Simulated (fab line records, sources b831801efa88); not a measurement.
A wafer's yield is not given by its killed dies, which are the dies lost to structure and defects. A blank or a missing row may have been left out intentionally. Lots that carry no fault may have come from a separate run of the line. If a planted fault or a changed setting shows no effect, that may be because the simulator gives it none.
fab line records	flow sfqLine
record lots=14	wafers=41	lastDay=80
route steps=325 shown M6@252 I7@296
lots with no fault: from the same line, run without faults
startH: hours from the record's opening day to when the first of the lot's shown wafers began	waitH: hours elapsed since this lot's preceding step	" as in the row above	L1.1+2: a single row standing in for several wafers	- no value, or no start was given	* or withheld: withheld	< > ~ a bound
route shown NAME@n: NAME is a module with steps in the file, n the number in the route of the first one	usual: mean/standard deviation taken from wafers without a fault	same: alike in all rows	chamber/n: place in a boat	sites: per-site readings	_std_site: the values' standard deviation	_edge_site: outer sites' mean less inner sites'	radiusMm: for every site, how far away it sits from the centre of the wafer	mask NAME#n: copy n	behind: the last tool/chamber to shape the wafer	hold: why the lot was held/for how many hours/how that ended	device: names the non-switching transistor (n, p or np)	end of line: at the end of the route, the tests of the same wafers	a step with no rows: only its recipe	killed: dies lost to structure and defects at the first sort, not the wafer's yield	map: the dies of a wafer, with x for killed, . for not killed, _ for no die there
set.NAME: the setting as run; set.NAME@STEP: as run at that earlier step	model.NAME: the simulator's own value behind a step, which no gauge read
one table for each step of the route and one row for each wafer, over a sample of lots
services: the hour from which a tool's chamber was out of use, counted from the record's first day as startH (under 0 if before that day), plus the number of hours and why
## steps
# step SFQ_TRILAYER_M6_DEP_SPUTTER_157
# recipe material=Nb	basePressurePa=1.33e-06	chamberPressurePa=0.1333	substrateTempC=20	targetThkNm=200	powerW=2000	timeS=133.3
# usual throttleValvePct=30.5/1.1
lot.wafer	tool	chamber	startH	waitH	throttleValvePct
L154.1	pvdSputter-06	-	1516.30	0.0	30.9
L154.3	"	-	"	"	29.2
L154.4	"	-	"	"	28.5
L155.1	pvdSputter-05	-	1518.70	0.0	30.8
L155.5	"	-	"	"	31.3
L155.6	"	-	"	"	30.5
L161.1	pvdSputter-04	-	1546.90	0.0	31.6
L161.3	"	-	"	"	30.3
L161.5	"	-	"	"	31.6
L162.3	pvdSputter-05	-	1548.10	0.0	31.2
L162.4	"	-	"	"	30.2
L162.5	"	-	"	"	30.4
L163.4	pvdSputter-05	-	1582.92	0.0	31.9
L163.5	"	-	"	"	31.3
L163.6	"	-	"	"	30.4
L164.1	pvdSputter-05	-	1585.32	0.0	30.1
L164.2	"	-	"	"	30.2
L164.4	"	-	"	"	31.8
L165.1	pvdSputter-04	-	1586.50	0.0	30.8
L165.2	"	-	"	"	30.0
L165.4	"	-	"	"	31.5
L166.1	pvdSputter-05	-	1609.11	0.0	30.4
L166.3	"	-	"	"	31.2
L166.4	"	-	"	"	30.9
L167.1	pvdSputter-05	-	1630.73	0.0	30.4
L167.4	"	-	"	"	31.1
L167.5	"	-	"	"	30.3
L171.3	pvdSputter-05	-	1642.51	0.0	31.5
L171.5	"	-	"	"	31.7
L171.6	"	-	"	"	30.5
L172.1	pvdSputter-06	-	1644.91	0.0	27.9
L172.4	"	-	"	"	30.8
L172.6	"	-	"	"	28.6
L173.3	pvdSputter-06	-	1657.05	0.0	28.3
L173.5	"	-	"	"	29.1
L174.2	pvdSputter-06	-	1660.65	0.0	28.4
L174.4	"	-	"	"	28.2
L174.5	"	-	"	"	28.2
L175.1	pvdSputter-04	-	1664.25	0.0	30.0
L175.2	"	-	"	"	30.9
L175.6	"	-	"	"	31.6
# step SFQ_M6_RS_MEAS_938
# recipe thkMeasGauge=four-point-probe	reads=Nb_of_TRILAYER_M6_DEP_SPUTTER_157
# usual M6_NB_RS=0.889/0.011
lot.wafer	tool	chamber	startH	waitH	M6_NB_RS[ohm/sq]
L154.1	filmMetro-02	-	1516.39	0.0	0.879
L154.3	"	-	"	"	0.882
L154.4	"	-	"	"	0.875
L155.1	filmMetro-02	-	1518.79	0.0	0.907
L155.5	"	-	"	"	0.889
L155.6	"	-	"	"	0.902
L161.1	filmMetro-02	-	1546.99	0.0	0.893
L161.3	"	-	"	"	0.892
L161.5	"	-	"	"	0.896
L162.3	filmMetro-02	-	1548.23	0.1	0.890
L162.4	"	-	"	"	0.885
L162.5	"	-	"	"	0.904
L163.4	filmMetro-01	-	1583.07	0.1	0.875
L163.5	"	-	"	"	0.884
L163.6	"	-	"	"	0.892
L164.1	filmMetro-01	-	1585.41	0.0	0.873
L164.2	"	-	"	"	0.896
L164.4	"	-	"	"	0.880
L165.1	filmMetro-03	-	1586.59	0.0	0.893
L165.2	"	-	"	"	0.908
L165.4	"	-	"	"	0.884
L166.1	filmMetro-01	-	1609.20	0.0	0.877
L166.3	"	-	"	"	0.879
L166.4	"	-	"	"	0.895
L167.1	filmMetro-01	-	1630.82	0.0	0.892
L167.4	"	-	"	"	0.880
L167.5	"	-	"	"	0.876
L171.3	filmMetro-03	-	1642.64	0.1	0.880
L171.5	"	-	"	"	0.890
L171.6	"	-	"	"	0.907
L172.1	filmMetro-02	-	1645.00	0.0	0.882
L172.4	"	-	"	"	0.891
L172.6	"	-	"	"	0.911
L173.3	filmMetro-02	-	1657.18	0.1	0.565
L173.5	"	-	"	"	0.562
L174.2	filmMetro-02	-	1660.76	0.1	0.569
L174.4	"	-	"	"	0.558
L174.5	"	-	"	"	0.557
L175.1	filmMetro-01	-	1664.34	0.0	0.910
L175.2	"	-	"	"	0.892
L175.6	"	-	"	"	0.896
# step SFQ_TRILAYER_M6_ETCH_METAL_ETCH_162
# recipe target=Nb	stopOn=SiO2	maskMaterial=PR	chemistry=Cl2/Ar	targetDepthNm=240	icpW=600	biasW=80	pressureMtorr=10	timeS=120
# usual biasW=79.98/0.26	drypumpMotorCurrentA=5.46/0.3	heBacksideLeakSccm=3.51/0.19	oesProductAu=0.894/0.0075
lot.wafer	tool	chamber	startH	waitH	biasW	drypumpMotorCurrentA	heBacksideLeakSccm	oesProductAu	rfHoursCounterH
L154.1	rieMetal-03	0	1525.43	0.0	79.83	5.30	3.47	0.896	9
L154.3	"	1	"	"	79.69	5.42	3.57	0.899	-
L154.4	"	0	"	"	79.42	5.30	3.60	0.897	-
L155.1	rieMetal-03	0	1527.83	0.0	79.90	5.30	3.39	0.886	9
L155.5	"	0	"	"	79.69	5.30	3.64	0.900	-
L155.6	"	1	"	"	79.39	5.42	3.54	0.890	-
L161.1	rieMetal-01	0	1549.52	0.0	79.67	5.06	3.26	0.896	61
L161.3	"	1	"	"	80.47	5.14	3.74	0.891	-
L161.5	"	0	"	"	80.14	5.07	3.03	0.891	-
L162.3	rieMetal-03	0	1550.76	0.1	79.95	5.31	3.58	0.900	-
L162.4	"	1	"	"	79.96	5.39	3.43	0.891	-
L162.5	"	1	"	"	79.95	5.41	3.46	0.880	-
L163.4	rieMetal-03	1	1586.87	0.1	79.89	5.43	3.54	0.900	-
L163.5	"	0	"	"	80.01	5.31	3.48	0.901	-
L163.6	"	1	"	"	79.96	5.46	3.32	0.896	-
L164.1	rieMetal-01	1	1590.42	0.0	80.14	5.15	3.57	0.900	48
L164.2	"	0	"	"	80.45	5.06	3.24	0.892	65
L164.4	"	1	"	"	79.61	5.17	3.57	0.901	-
L165.1	rieMetal-02	0	1591.62	0.0	80.18	5.73	3.78	0.892	99
L165.2	"	1	"	"	80.05	5.94	3.36	0.890	55
L165.4	"	0	"	"	80.26	5.74	3.87	0.894	-
L166.1	rieMetal-02	0	1630.87	0.0	79.66	5.72	3.37	0.901	103
L166.3	"	0	"	"	79.40	5.75	3.97	0.896	-
L166.4	"	1	"	"	80.00	5.95	3.56	0.885	-
L167.1	rieMetal-02	1	1636.87	0.0	80.15	5.94	3.36	0.889	60
L167.4	"	0	"	"	80.40	5.74	3.94	0.902	-
L167.5	"	0	"	"	80.03	5.76	3.87	0.896	-
L171.3	rieMetal-01	0	1649.76	0.1	79.84	5.09	3.30	0.906	-
L171.5	"	1	"	"	79.96	5.15	3.74	0.888	-
L171.6	"	0	"	"	79.82	5.08	3.36	0.878	-
L172.1	rieMetal-03	0	1653.32	0.0	79.99	5.32	3.70	0.893	31
L172.4	"	1	"	"	79.87	5.42	3.52	0.899	-
L172.6	"	0	"	"	79.81	5.32	3.56	0.879	-
L173.3	rieMetal-01	1	1661.76	0.1	80.35	5.19	3.57	1.006	-
L173.5	"	1	"	"	80.29	5.17	3.47	1.011	-
L174.2	rieMetal-03	1	1667.72	0.0	79.78	5.42	3.41	0.998	26
L174.4	"	0	"	"	79.92	5.29	3.61	1.003	-
L174.5	"	1	"	"	79.92	5.40	3.44	1.009	-
L175.1	rieMetal-02	1	1671.32	0.0	80.04	5.93	3.44	0.885	66
L175.2	"	0	"	"	80.38	5.77	3.97	0.894	111
L175.6	"	0	"	"	80.12	5.80	3.90	0.889	-
# step SFQ_TRILAYER_I7_DEP_PECVD_183
# recipe material=SiO2	tempC=150	timeS=111.11	pressureTorr=2.4	rfW=183.3	precursor=SiH4/N2O	targetThkNm=500
# usual heaterPowerW=83/16	throttleValvePct=24.4/0.55
lot.wafer	tool	chamber	startH	waitH	heaterPowerW	throttleValvePct
L154.1	pecvd-03	2	1564.59	0.0	100	24.4
L154.3	"	0	"	"	89	23.5
L154.4	"	0	"	"	87	23.4
L155.1	pecvd-01	1	1569.31	0.0	59	23.8
L155.5	"	2	"	"	79	25.6
L155.6	"	1	"	"	61	23.6
L161.1	pecvd-01	1	1588.92	0.0	66	23.7
L161.3	"	2	"	"	74	25.4
L161.5	"	2	"	"	77	25.6
L162.3	pecvd-03	1	1590.12	0.0	80	24.1
L162.4	"	1	"	"	83	24.2
L162.5	"	2	"	"	101	24.4
L163.4	pecvd-01	2	1642.16	0.0	76	25.6
L163.5	"	1	"	"	64	23.8
L163.6	"	0	"	"	84	24.6
L164.1	pecvd-04	0	1643.32	0.0	81	24.8
L164.2	"	2	"	"	79	24.3
L164.4	"	1	"	"	116	24.3
L165.1	pecvd-03	0	1645.72	0.0	86	23.8
L165.2	"	1	"	"	77	24.2
L165.4	"	1	"	"	79	24.3
L166.1	pecvd-01	0	1653.02	0.0	72	24.5
L166.3	"	1	"	"	62	23.7
L166.4	"	2	"	"	75	25.3
L167.1	pecvd-04	2	1656.62	0.0	72	24.4
L167.4	"	1	"	"	101	24.4
L167.5	"	0	"	"	71	24.6
L171.3	pecvd-01	2	1667.46	0.0	68	25.4
L171.5	"	1	"	"	61	23.8
L171.6	"	2	"	"	74	25.5
L172.1	pecvd-04	2	1671.02	0.0	68	24.4
L172.4	"	1	"	"	109	24.3
L172.6	"	0	"	"	81	24.7
L173.3	pecvd-04	0	1678.22	0.0	74	24.9
L173.5	"	0	"	"	80	24.9
L174.2	pecvd-04	1	1685.42	0.0	115	24.0
L174.4	"	0	"	"	75	25.1
L174.5	"	1	"	"	119	24.3
L175.1	pecvd-04	1	1689.02	0.0	111	24.3
L175.2	"	2	"	"	75	24.7
L175.6	"	2	"	"	78	24.6
# step SFQ_TRILAYER_I7_CMP_CMP_184
# recipe material=SiO2	downForcePsi=3	platenRpm=60	padVelocityMS=0.94248
# usual edgeZonePressureFrac=1.000/0.0049	motorCurrentA=10.0/0.52	timeToEndpointS=212/10
lot.wafer	tool	chamber	startH	waitH	edgeZonePressureFrac	motorCurrentA	timeToEndpointS
L154.4	cmp-01	1	1590.61	25.9	1.002	10.5	208
L154.3	"	2	"	"	0.995	10.0	208
L154.1	"	3	"	"	1.001	10.7	209
L155.1	cmp-02	2	1598.94	29.6	0.994	9.9	211
L155.6	"	3	"	"	1.010	9.7	213
L155.5	"	0	"	"	0.992	9.2	218
L161.1	cmp-02	3	1618.94	30.0	0.998	10.0	215
L161.3	"	1	1619.94	31.0	1.000	10.6	229
L161.5	"	3	1620.94	31.9	1.000	10.0	212
L162.4	cmp-01	3	1622.11	31.9	0.999	10.7	225
L162.3	"	0	"	"	1.008	9.6	224
L162.5	"	2	1623.61	33.4	0.996	10.1	208
L163.4	cmp-02	2	1643.30	1.1	0.997	10.0	223
L163.5	"	1	1644.80	2.6	0.996	10.0	250
L163.6	"	2	"	"	0.999	9.1	218
L164.1	cmp-01	0	1644.50	1.1	1.012	9.5	219
L164.2	"	1	"	"	0.994	10.2	198
L164.4	"	2	"	"	0.998	10.2	220
L165.2	cmp-02	0	1645.80	0.0	1.007	9.4	218
L165.1	"	2	1646.80	1.0	1.005	8.9	207
L165.4	"	3	"	"	0.992	10.3	213
L166.3	cmp-01	1	1653.10	0.0	0.999	11.0	208
L166.4	"	2	"	"	1.003	10.1	215
L166.1	"	0	1654.60	1.5	0.997	9.9	212
L167.4	cmp-02	0	1657.30	0.6	0.993	9.5	220
L167.1	"	2	1658.30	1.6	0.994	9.5	199
L167.5	"	1	1659.80	3.1	1.005	10.2	228
L171.3	cmp-01	3	1671.62	4.1	0.997	11.0	213
L171.5	"	1	1672.62	5.1	1.003	10.4	214
L171.6	"	2	"	"	0.998	10.4	221
L172.4	cmp-01	3	1673.62	2.5	1.009	11.0	209
L172.1	"	1	1674.62	3.6	1.004	10.5	188
L172.6	"	3	1675.62	4.5	0.996	11.5	209
L173.3	cmp-02	3	1679.30	1.0	0.995	9.4	198
L173.5	"	1	1680.30	2.0	1.003	9.3	217
L174.4	cmp-02	1	1686.50	1.0	1.001	9.6	215
L174.2	"	2	"	"	0.999	9.7	197
L174.5	"	3	"	"	1.001	9.4	202
L175.1	cmp-02	0	1691.58	2.5	1.004	9.4	207
L175.2	"	1	"	"	1.009	10.1	213
L175.6	"	3	1693.08	4.0	0.992	9.6	200
# step SFQ_TRILAYER_I7_VIA_BARC_OPEN_VIA_ETCH_260
# recipe maskMaterial=PR	chemistry=O2	targetDepthNm=125	target=BARC	sourceW=500	biasW=80	pressureMtorr=30	timeS=41.7
# usual biasW=80.01/0.23	drypumpMotorCurrentA=5.7/0.35	oesProductAu=0.684/0.0044
lot.wafer	tool	chamber	startH	waitH	biasW	drypumpMotorCurrentA	oesProductAu	rfHoursCounterH
L154.1	rieDiel-03	0	1691.71	0.0	79.82	4.8	0.679	1
L154.3	"	1	"	"	80.41	5.4	0.689	2
L154.4	"	3	"	"	80.31	5.9	0.683	7
L155.1	rieDiel-01	0	1700.11	0.0	80.15	5.6	0.679	10
L155.5	"	0	"	"	80.09	5.6	0.684	-
L155.6	"	3	"	"	80.05	6.2	0.680	-
L161.1	rieDiel-01	0	1742.11	0.0	80.21	5.6	0.694	11
L161.3	"	1	"	"	79.89	5.8	0.678	15
L161.5	"	0	"	"	80.05	5.6	0.679	-
L162.3	rieDiel-03	3	1745.71	0.0	80.25	5.8	0.689	8
L162.4	"	0	"	"	80.44	4.7	0.681	2
L162.5	"	1	"	"	79.80	5.4	0.686	-
L163.4	rieDiel-01	3	1772.11	0.0	80.31	6.2	0.683	9
L163.5	"	3	"	"	80.08	6.2	0.681	-
L163.6	"	2	"	"	79.88	5.8	0.685	-
L164.1	rieDiel-02	1	1775.71	0.0	80.17	5.5	0.679	4
L164.2	"	3	"	"	80.02	5.8	0.686	11
L164.4	"	0	"	"	79.65	6.1	0.687	6
L165.1	rieDiel-03	1	1778.11	0.0	80.27	5.5	0.688	3
L165.2	"	3	"	"	79.94	5.9	0.686	8
L165.4	"	2	"	"	79.84	5.7	0.684	-
L166.1	rieDiel-01	0	1784.11	0.0	80.06	5.6	0.686	11
L166.3	"	1	"	"	79.62	5.8	0.693	15
L166.4	"	3	"	"	80.06	6.2	0.686	10
L167.1	rieDiel-03	3	1787.88	0.0	80.07	5.9	0.681	9
L167.4	"	1	"	"	80.49	5.5	0.689	3
L167.5	"	0	"	"	80.12	4.8	0.683	-
L171.3	rieDiel-03	1	1801.08	0.0	80.16	5.4	0.694	4
L171.5	"	0	"	"	80.19	4.8	0.679	-
L171.6	"	1	"	"	79.88	5.4	0.678	-
L172.1	rieDiel-01	2	1803.48	0.0	79.84	5.8	0.693	11
L172.4	"	1	"	"	80.35	5.8	0.686	15
L172.6	"	3	"	"	80.01	6.2	0.688	-
L173.3	rieDiel-03	3	1805.88	0.0	80.03	5.8	0.692	9
L173.5	"	1	"	"	79.98	5.4	0.683	-
L174.2	rieDiel-01	0	1815.61	0.0	80.15	5.6	0.682	12
L174.4	"	3	"	"	79.85	6.2	0.680	10
L174.5	"	3	"	"	79.82	6.1	0.680	-
L175.1	rieDiel-02	2	1818.01	0.0	79.85	5.9	0.682	17
L175.2	"	1	"	"	79.92	5.4	0.678	5
L175.6	"	0	"	"	79.87	6.1	0.680	-
## services
tool	chamber	startH	hours	kind
cmp-02	-	1513.24	0.9	repair
cmp-01	-	1527.78	17.3	pm
rieDiel-03	0	1556.52	8.0	repair
pvdSputter-05	-	1565.34	3.7	repair
cmp-01	-	1602.11	4.0	pm
rieDiel-01	-	1610.53	0.6	repair
rieDiel-01	0	1620.70	3.9	repair
cmp-02	-	1628.91	1.1	repair
rieDiel-03	-	1659.97	1.6	repair
rieDiel-01	0	1665.31	5.8	repair
rieMetal-03	-	1666.10	0.6	repair
cmp-01	-	1666.31	4.3	repair
cmp-02	-	1688.57	2.0	repair
cmp-02	-	1699.90	4.4	pm
cmp-01	-	1719.83	4.4	pm
rieDiel-01	2	1732.21	17.9	repair
pecvd-04	-	1734.48	0.7	repair
rieDiel-03	-	1746.75	0.9	repair
rieMetal-03	1	1766.62	2.0	repair
cmp-02	-	1771.69	4.0	pm
pecvd-04	0	1772.02	3.7	repair
rieDiel-03	0	1775.24	4.0	repair
cmp-02	-	1777.54	7.4	pm
rieDiel-01	3	1815.87	2.1	repair
## key
firstSign step=SFQ_M6_RS_MEAS_938	reading=M6_NB_RS	direction=down	sigmas=30	usual=0.889	struck=0.562
effect step=SFQ_TRILAYER_M6_ETCH_METAL_ETCH_162	reading=oesProductAu	direction=up	sigmas=15	usual=0.894	struck=1.005
metAt SFQ_TRILAYER_M6_DEP_SPUTTER_157
struckLots L173,L174
notActingAt SFQ_TRILAYER_I7_DEP_PECVD_183,SFQ_TRILAYER_I7_CMP_CMP_184,SFQ_TRILAYER_I7_VIA_BARC_OPEN_VIA_ETCH_260
onsetBetween 1644.91 1657.05
fault kind=processParameterDrift	tool=pvdSputter-06	chamber=-	onsetH=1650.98	steps=SFQ_TRILAYER_M6_DEP_SPUTTER_157	channel=targetThkNm	offset=113.97	shape=step	endH=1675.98	actsIn=theseRecipesOnly	stated=200
